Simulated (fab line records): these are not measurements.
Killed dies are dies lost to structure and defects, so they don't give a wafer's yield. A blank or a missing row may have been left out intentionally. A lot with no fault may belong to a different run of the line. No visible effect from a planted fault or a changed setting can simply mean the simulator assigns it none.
A struck lot beside a sound one + flow gf180mcu + 20 steps out of a route of 602
Sound: the wafers L703.2, L703.3, L703.6. The struck wafers were L706.1, L706.3, L706.4. The cause is named last.
Order at every step that has rows: each side's tool, ch and its chambers, its first start. Under that, the readings that differ: sound wafers + struck wafers + difference of the means + sigmas: that difference in standard deviations of wafers without a fault.
alike: words and numbers the same on both sides, and readings whose means are apart by under 2 such deviations; not compared: readings that were withheld, readings missing a value for some wafer, numbers with overlapping values and no deviation given by the record, and bounds like >300 which may hide the same value.
Wherever a step has rows on one side only, a row that says differs or no value, or a row with sigmas, the two part there. Numbers that don't overlap but have no deviation are shown without sigmas and don't part them. A reading missing from all wafers of one side parts the sides only when that side holds two or more wafers.

first, 1 step without rows for these wafers: GF_V4_CVD_00 (deposits SiO2, target thk 600 nm, time 100 s).
GF_V4_THK_MEAS_01:
  sound on filmMetro-02 at day 26 12:31; struck on filmMetro-03 at day 28 02:55
  alike: V4_CVD_00_THK
GF_V4_CVD_02: deposits SiO2 from TEOS, target thk 850 nm, time 94.851 s.
  sound on pecvd-03 ch 0,1,2, day 26 12:34; struck on pecvd-04 ch 0,1, day 28 02:59
  alike: heaterPowerW
GF_V4_THK_MEAS_03:
  sound on filmMetro-03 at day 26 12:38; struck on filmMetro-02 at day 28 03:02
  alike: V4_CVD_02_THK
GF_V4_CMP_04: polishes SiO2.
  sound on cmp-01 ch 1,2,3, day 26 12:44; struck on cmp-02 ch 1,2,3, day 28 03:06
  alike: motorCurrentA, timeToEndpointS
GF_V4_BOW_MEAS_05:
  sound on filmMetro-03 at day 26 13:01; struck on filmMetro-04 at day 28 03:24
  alike: V4_BOW
then, 6 steps without rows for these wafers: GF_V4_DEHYDRATE_06 (time 60 s); GF_V4_HMDS_07 (prime time 60 s); GF_V4_COAT_08; GF_V4_COAT_09 (resist thk 1000 nm); GF_V4_SOFTBAKE_10 (time 60 s); GF_V4_EXPOSE_11 (exposes mask Via4, target cd 260 nm).
GF_V4_PEB_12: peb time 90 s.
  sound on lithoTrack-02 ch 0, day 27 09:04; struck on lithoTrack-02 ch 0, day 28 22:41
  alike: chillPlateTempC
then, 1 step without rows for these wafers: GF_V4_DEVELOP_13 (develop time 60 s).
GF_V4_CD_MEAS_14: target cd 260 nm.
  sound on cdSem-02 at day 27 09:24; struck on cdSem-02 at day 28 23:02
| reading   | sound             | struck            | difference | sigmas |
|-----------|-------------------|-------------------|------------|--------|
| cdNm (nm) | 261.3 260.9 260.5 | 266.1 267.2 267.8 | +6.1       | +4     |
GF_V4_OVL_MEAS_15:
  sound on overlay-01 at day 27 09:31; struck on overlay-01 at day 28 23:09
  alike: V4_OVL
GF_V4_ETCH_16: etches BARC in N2/H2.
  sound on rieDiel-03 ch 0,1,3, day 27 09:32; struck on rieDiel-03 ch 1,2,3, day 28 23:11
| reading            | sound             | struck          | difference | sigmas |
|--------------------|-------------------|-----------------|------------|--------|
| model.V4.cdNm (nm) | 261.1 260.7 260.6 | 265.4 267.2 267 | +5.7       |        |
  alike: biasW, drypumpMotorCurrentA, oesProductAu, throttleValvePct
GF_V4_ETCH_17: etches SiO2 in C4F8/O2/Ar, stops on TiN, target depth 630 nm.
  sound on rieDiel-03 ch 0,1,3; struck on rieDiel-03 ch 1,2,3
| reading            | sound             | struck            | difference | sigmas |
|--------------------|-------------------|-------------------|------------|--------|
| model.V4.cdNm (nm) | 260.8 260.3 260.9 | 264.7 266.8 266.6 | +5.4       |        |
  alike: biasW, oesProductAu
GF_V4_STRIP_18: strips in O2/N2.
  sound on plasmaAsher-04 ch 0, day 27 09:40; struck on plasmaAsher-01 ch 0,1, day 28 23:19
  alike: drypumpMotorCurrentA, heaterPowerW, oesProductAu, platenTempC
  not compared: rfHoursCounterH
following that, these wafers have no rows for 1 step: GF_PASSIVATION_PROBE_99.

WHERE THEY PART
Within this record, at GF_V4_CD_MEAS_14 only. Later steps at which nothing parts them and some readings are alike: GF_V4_OVL_MEAS_15, GF_V4_ETCH_16, GF_V4_ETCH_17, GF_V4_STRIP_18.

WHY: the cause the simulator had injected
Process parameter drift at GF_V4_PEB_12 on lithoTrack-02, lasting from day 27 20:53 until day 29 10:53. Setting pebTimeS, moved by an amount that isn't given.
